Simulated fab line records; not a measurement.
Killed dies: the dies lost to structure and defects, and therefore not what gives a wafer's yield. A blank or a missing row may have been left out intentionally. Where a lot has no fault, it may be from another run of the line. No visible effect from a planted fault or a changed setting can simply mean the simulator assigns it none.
Chamber matching | flow sky130 | rieSi-02 running SKY_POLY_GATE_ETCH_17: 4 sister chambers
The step etches poly-Si in HBr/Cl2, stops on SiO2, target depth 180 nm, time 70.5 s. 14 wafers are shown with their chamber, then 7 later ones without.

== WAFERS, EACH WITH ITS CHAMBER ==
wafer  | chamber | drypumpMotorCurrentA (A) | throttleValvePct (%) | oesProductAu (a.u.)
L105.2 | 3       | 5.1                      | 33.673               | 0.985
L105.3 | 0       | 5.5                      | 33.692               | 0.978
L105.5 | 2       | 5.5                      | 33.683               | 0.989
L106.4 | 3       | 5.1                      | 33.676               | 0.978
L106.5 | 3       | 5.1                      | 33.666               | 0.985
L106.6 | 0       | 5.5                      | 33.689               | 0.970
L108.1 | 2       | 5.6                      | 33.688               | 0.982
L108.3 | 1       | 5.2                      | 33.669               | 0.985
L108.6 | 0       | 5.5                      | 33.680               | 0.984
L109.1 | 1       | 5.2                      | 33.677               | 0.987
L109.2 | 2       | 5.5                      | 33.699               | 0.981
L109.5 | 0       | 5.5                      | 33.684               | 0.987
L112.1 | 2       | 5.5                      | 33.686               | 0.982
L112.2 | 0       | 5.5                      | 33.678               | 0.979

SIGNATURES (means of the wafers above)
reading              | chamber 0 | chamber 1 | chamber 2 | chamber 3 | scatter within a chamber
drypumpMotorCurrentA | 5.500     | 5.200     | 5.525     | 5.100     | 0.0274
throttleValvePct     | 33.68460  | 33.67300  | 33.68900  | 33.67167  | 0.00608
oesProductAu         | 0.97960   | 0.98600   | 0.98350   | 0.98267   | 0.00495
Rule: for each reading, subtract the chamber's mean from the wafer's reading, divide by that reading's scatter and square the result; add these up over the readings and take the root, which gives the wafer's distance from the chamber. The wafer belongs to the nearest chamber; if the next one is less than 2 further off, it can't be placed. The scatter: the root of (the sum of the squares of (reading less its chamber's mean) over the shown wafers, divided by (wafers less chambers)).

== WAFERS WITHOUT THEIR CHAMBER ==
wafer  | drypumpMotorCurrentA (A) | throttleValvePct (%) | oesProductAu (a.u.)
L112.3 | 5.1                      | 33.685               | 0.983
L115.3 | 5.5                      | 33.697               | 0.987
L115.4 | 5.1                      | 33.688               | 0.987
L115.6 | 5.1                      | 33.681               | 0.982
L121.6 | 5.1                      | 33.674               | 1.002
L123.6 | 5.2                      | 33.675               | 0.989
L125.1 | 5.2                      | 33.664               | 0.994

== WHICH CHAMBER EACH ONE RAN IN ==
wafer  | from the rows above     | in truth
L112.3 | 3                       | 3
L115.3 | can't be placed: 2 or 0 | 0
L115.4 | can't be placed: 3 or 1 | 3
L115.6 | 3                       | 3
L121.6 | can't be placed: 3 or 1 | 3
L123.6 | 1                       | 1
L125.1 | 1                       | 1
Placed correctly: 4 of 7. From these rows, 3 cannot be placed; in 3 the true chamber is one of the candidates. Placed wrongly: 0.
